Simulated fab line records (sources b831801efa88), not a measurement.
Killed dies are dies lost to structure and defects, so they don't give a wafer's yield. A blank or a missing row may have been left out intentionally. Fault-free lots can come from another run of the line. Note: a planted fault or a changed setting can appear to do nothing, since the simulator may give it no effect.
Chamber matching    flow sky130    SKY_CAPM_CVD_00 on pecvd-03: 3 sister chambers
The step deposits SiO2, target thk 15.5 nm. 27 wafers are shown with their chamber, then 12 later ones without.

EACH WAFER AND ITS CHAMBER
wafer   chamber  heater power w (W)
L074.1  2        715
L074.2  1        603
L074.3  2        732
L074.4  1        604
L074.5  1        594
L074.6  2        763
L075.2  1        578
L075.3  1        580
L075.4  2        760
L076.4  1        564
L076.5  2        716
L076.6  0        691
L080.1  0        612
L080.2  1        547
L080.5  2        740
L081.1  0        611
L081.2  1        631
L081.6  1        642
L084.1  2        688
L084.2  0        679
L084.3  0        707
L084.4  2        667
L084.5  2        700
L084.6  0        677
L085.1  2        666
L085.3  1        550
L085.4  2        684

SIGNATURES (means of the wafers above)
reading         chamber 0  chamber 1  chamber 2  scatter within a chamber
heater power w  662.83     589.30     711.91     35
Rule: for a wafer and a chamber, the distance is found by dividing, reading by reading, the gap between the wafer's reading and the chamber's mean by the reading's scatter, squaring, summing and taking the root. If the next closest chamber is less than 2 further off than the closest, the wafer can't be placed; otherwise it belongs to the closest. The scatter is the square root of a quotient: the sum, over the shown wafers, of each reading's squared deviation from its chamber's mean, divided by wafers minus chambers.

WAFERS WITH NO CHAMBER GIVEN
wafer   heater power w (W)
L089.1  586
L089.4  717
L089.6  573
L091.1  775
L091.2  712
L091.5  617
L092.2  617
L092.4  606
L092.5  606
L094.1  789
L094.4  790
L094.5  694

CHAMBER TAKEN BY EACH
wafer   from the rows above           in truth
L089.1  1                             1
L089.4  can't be placed: 2 or 0       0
L089.6  1                             1
L091.1  can't be placed: 2 or 0       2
L091.2  can't be placed: 2 or 0       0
L091.5  can't be placed: 1 or 0 or 2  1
L092.2  can't be placed: 1 or 0 or 2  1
L092.4  can't be placed: 1 or 0       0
L092.5  can't be placed: 1 or 0       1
L094.1  can't be placed: 2 or 0       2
L094.4  can't be placed: 2 or 0       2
L094.5  can't be placed: 2 or 0       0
Placed correctly: 2 of 12. Not placeable from these rows: 10 (in 10, the candidates include the true chamber). Wrongly placed: 0.
